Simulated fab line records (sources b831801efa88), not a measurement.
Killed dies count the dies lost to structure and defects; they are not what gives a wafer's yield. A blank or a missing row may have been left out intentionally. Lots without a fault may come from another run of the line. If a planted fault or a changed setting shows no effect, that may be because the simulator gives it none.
Struck lot and sound lot, side by side    flow sfq line    24 out of 325 route steps
Sound: wafers L816.1, L816.2, L816.6. Struck: wafers L818.2, L818.5, L818.6. At the end, the cause is stated.
For every step that has rows: the tool of each side, followed by ch and its chambers, followed by its first start. Under that, the readings that differ: sound wafers    struck wafers    difference of the means    sigmas: that difference in standard deviations of wafers without a fault.
alike: same words and numbers on both sides, and readings whose means sit less than 2 such deviations apart. not compared: any withheld reading, any reading some wafer has no value for, any bound like >300 that may hide the same value, and any number with overlapping values for which the record gives no deviation.
The two part at a step that has a row with sigmas, a row that says differs or no value, or rows on one side only. Non-overlapping numbers with no deviation appear without sigmas and do not part them. A reading that every wafer of one side lacks parts them only if that side has two wafers or more.

first, 6 steps without rows for these wafers: SFQ_TRILAYER_I1_VIA_LITHO_COAT_054 (resist thk 62 nm); SFQ_TRILAYER_I1_VIA_LITHO_COAT_049 (resist thk 650 nm); SFQ_TRILAYER_I1_VIA_LITHO_SOFTBAKE_053; SFQ_TRILAYER_I1_VIA_LITHO_EXPOSE_050 (exposes mask I1, target cd 500 nm); SFQ_TRILAYER_I1_VIA_LITHO_PEB_052 (peb time 60 s); SFQ_TRILAYER_I1_VIA_LITHO_DEVELOP_051 (time 60 s).
SFQ_I1_OVL_MEAS_913:
  sound: overlay-01 at day 31 03:08; struck: overlay-01 at day 32 02:04
  alike: I1_OVL
SFQ_TRILAYER_I1_VIA_BARC_OPEN_VIA_ETCH_071: etches BARC in O2, target depth 125 nm, time 41.7 s.
  sound on rie diel-01 ch 0,2, day 31 03:10; struck on rie diel-02 ch 0,1, day 32 02:05
  alike: drypump motor current A, oes product au
  not compared: rf hours counter h
SFQ_TRILAYER_I1_VIA_ETCH_VIA_ETCH_052: etches SiO2 in CHF3, stops on Nb, target depth 260 nm.
  sound on rie diel-01 ch 0,2, day 31 03:12; struck on rie diel-02 ch 0,1, day 32 02:08
  alike: drypump motor current A, oes product au
SFQ_TRILAYER_I1_VIA_STRIP_STRIP_053: strips in O2.
  sound on rie metal-02 ch 0,1, day 31 03:19; struck on rie metal-01 ch 0,1, day 32 02:14
  alike: drypump motor current A, oes product au
  not compared: rf hours counter h
then, 2 steps without rows for these wafers: SFQ_TRILAYER_I1_VIA_STRIP_SOLV_CLEAN_054 (cleans in NMP, time 600 s); SFQ_TRILAYER_M2_DEP_PRE_CLEAN_056 (time 22.5 s).
SFQ_TRILAYER_M2_DEP_SPUTTER_055: material Nb, target thk 200 nm, time 133.3 s.
  sound: pvd sputter-04 at day 31 04:07; struck: pvd sputter-05 at day 32 03:18
reading                sound                       struck                      difference  sigmas
base pressure pa (Pa)  1.62e-06 1.65e-06 1.39e-06  1.37e-06 1.31e-06 1.24e-06  -2.47e-07   -2
  alike: throttle valve pct
SFQ_M2_RS_MEAS_914: a four-point-probe measurement.
  sound: film metro-01 at day 31 04:13; struck: film metro-03 at day 32 03:25
reading            sound              struck             difference  sigmas
M2_NB_RS (ohm/sq)  0.887 0.884 0.891  0.449 0.447 0.447  -0.440      -46
then, 6 steps without rows for these wafers: SFQ_TRILAYER_M2_LITHO_COAT_062 (resist thk 62 nm); SFQ_TRILAYER_M2_LITHO_COAT_057 (resist thk 600 nm); SFQ_TRILAYER_M2_LITHO_SOFTBAKE_061; SFQ_TRILAYER_M2_LITHO_EXPOSE_058 (exposes mask M2, target cd 500 nm); SFQ_TRILAYER_M2_LITHO_PEB_060 (peb time 60 s); SFQ_TRILAYER_M2_LITHO_DEVELOP_059 (time 60 s).
-- the record jumps here: 6 days lie between the struck wafers' starts before and after --
SFQ_M2_OVL_MEAS_916:
  sound: overlay-02 at day 37 08:49; struck: overlay-01 at day 38 08:57
  alike: M2_OVL
SFQ_TRILAYER_M2_BARC_OPEN_METAL_ETCH_077: etches BARC in O2, target depth 125 nm, time 41.7 s.
  sound on rie metal-01 ch 0,1, day 37 08:51; struck on rie metal-03 ch 1, day 38 09:00
  alike: drypump motor current A, oes product au
  not compared: rf hours counter h
SFQ_TRILAYER_M2_ETCH_METAL_ETCH_060: etches Nb in Cl2/Ar, stops on SiO2, target depth 240 nm, time 120 s.
  sound on rie metal-01 ch 0,1, day 37 08:55; struck on rie metal-03 ch 1, day 38 09:08
reading                         sound              struck             difference  sigmas
oes product au (a.u.)           0.891 0.892 0.895  1.012 1.008 1.005  +0.116      +17
model.etch.depth nm (nm)        200.6 200.9 199.6  243.1 241.1 240.1  +41.1       
model.M2.feature depth nm (nm)  200.6 200.9 199.6  243.1 241.1 240.1  +41.1       
  alike: drypump motor current A
  not compared: rf hours counter h
SFQ_TRILAYER_M2_STRIP_STRIP_061: strips in O2.
  sound on rie metal-01 ch 0,1, day 37 09:02; struck on rie metal-03 ch 1, day 38 09:33
  alike: drypump motor current A, oes product au
  not compared: rf hours counter h

## WHERE THEY PART
Earliest at SFQ_TRILAYER_M2_DEP_SPUTTER_055; latest, in this record, at SFQ_TRILAYER_M2_ETCH_METAL_ETCH_060. Later steps at which nothing parts them and some readings are alike: SFQ_TRILAYER_M2_STRIP_STRIP_061.

WHY: whatever the simulator had introduced
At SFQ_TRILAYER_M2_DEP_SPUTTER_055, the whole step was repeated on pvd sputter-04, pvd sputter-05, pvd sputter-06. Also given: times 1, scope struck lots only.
